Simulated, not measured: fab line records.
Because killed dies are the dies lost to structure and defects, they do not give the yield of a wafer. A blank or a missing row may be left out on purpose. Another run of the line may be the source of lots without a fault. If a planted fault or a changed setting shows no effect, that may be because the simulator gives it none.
Problem report, 8D (eight disciplines) form, completed by code    flow sky130    the parts of the form that need people (team, actions taken, sign-off) are left out

== 1. WHAT WENT WRONG ==
Across 6 wafers from 2 lots, PASSIVATION_CVD_02_THK at SKY_PASSIVATION_THK_MEAS_03 averages 497 nm, while fault-free wafers read 538 nm with a standard deviation of 6.1. That is -6.8 standard deviations from the usual mean.
Earliest sighting: wafer L119.1 on film-metro-04 at day 46 09:08. The record has a number at this step for 30 wafers belonging to 10 lots. Rule for "out" (also "out of limits"): further than 4 standard deviations from the usual mean. The other wafers with a number count as sound.

== 2. WHAT THIS IS AND IS NOT ==
question                     is                            is not
which readings at this step  PASSIVATION_CVD_02_THK        -
which lots                   L119, L120                    L109, L112, L113, L116, L117, L125, L128, L129
which wafers of those lots   all that have a number        -
read on which gauges         film-metro-01, film-metro-04  film-metro-02
when                         from day 46 09:08             up to then (15 sound wafers); but 9 sound wafers of L125, L128, L129 came after

== 3. WHAT RULES OUT EACH SUSPECT ==
Counting: a tool at a process step up to the reading stays a suspect if it ran every lot that is out and no sound lot after the first of them.
- the gauge at SKY_PASSIVATION_THK_MEAS_03 is ruled out. Those wafers that are out were read across 2 gauges (film-metro-01, film-metro-04).
- pecvd-03 at SKY_PASSIVATION_CVD_02 (deposits Si3N4, target thk 540 nm): kept. It ran every lot that is out, first L119 (day 46 08:55), and no sound lot after that; its last sound lot up to then is L117 (day 46 06:23).
Remaining after the count: pecvd-03 at SKY_PASSIVATION_CVD_02.

== 4. THE CAUSE (what the simulator had put in) ==
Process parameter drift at SKY_PASSIVATION_CVD_02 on pecvd-03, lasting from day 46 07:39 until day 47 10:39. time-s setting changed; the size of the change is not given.
Only this tool survived the counting.

== 5. SEQUENCE OF EFFECTS, ordered by route ==
Each row: a reading where the mean over the struck wafers with a number is more than 3 standard deviations away from the usual. Readings are gone through only where the record gives a usual standard deviation; hours: the median, over the lots, of the time from a lot's start at the first step in this table giving one to that lot's start at this step; sigmas: the change measured in usual standard deviations.
hours  step                         reading                 usual       on struck wafers  change  sigmas
0      SKY_PASSIVATION_THK_MEAS_03  PASSIVATION_CVD_02_THK  538 nm      497               -41     -6.8
20     SKY_PASSIVATION_ETCH_11      oes-product-au          0.977 a.u.  0.940             -0.037  -5.5
Process steps it contains:
- SKY_PASSIVATION_ETCH_11: etches the open film in CF4/O2, stops on AlCu, target depth 725 nm, time 161.1 s.

== 6. HOW IT WOULD HAVE BEEN CAUGHT EARLIER ==
In this record the first reading out of limits at a measuring or inspecting step was taken at day 46 09:08, 1 hour after the fault began at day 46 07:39.
An alarm limit of 4 standard deviations would not have fired on the tool readings at SKY_PASSIVATION_CVD_02 for which the record gives a usual standard deviation, since none of them was out on any struck wafer.
L120, from the lots that are out (2), started SKY_PASSIVATION_CVD_02 on pecvd-03 later than day 46 09:08. It would have been spared by a hold on the tool at that moment.
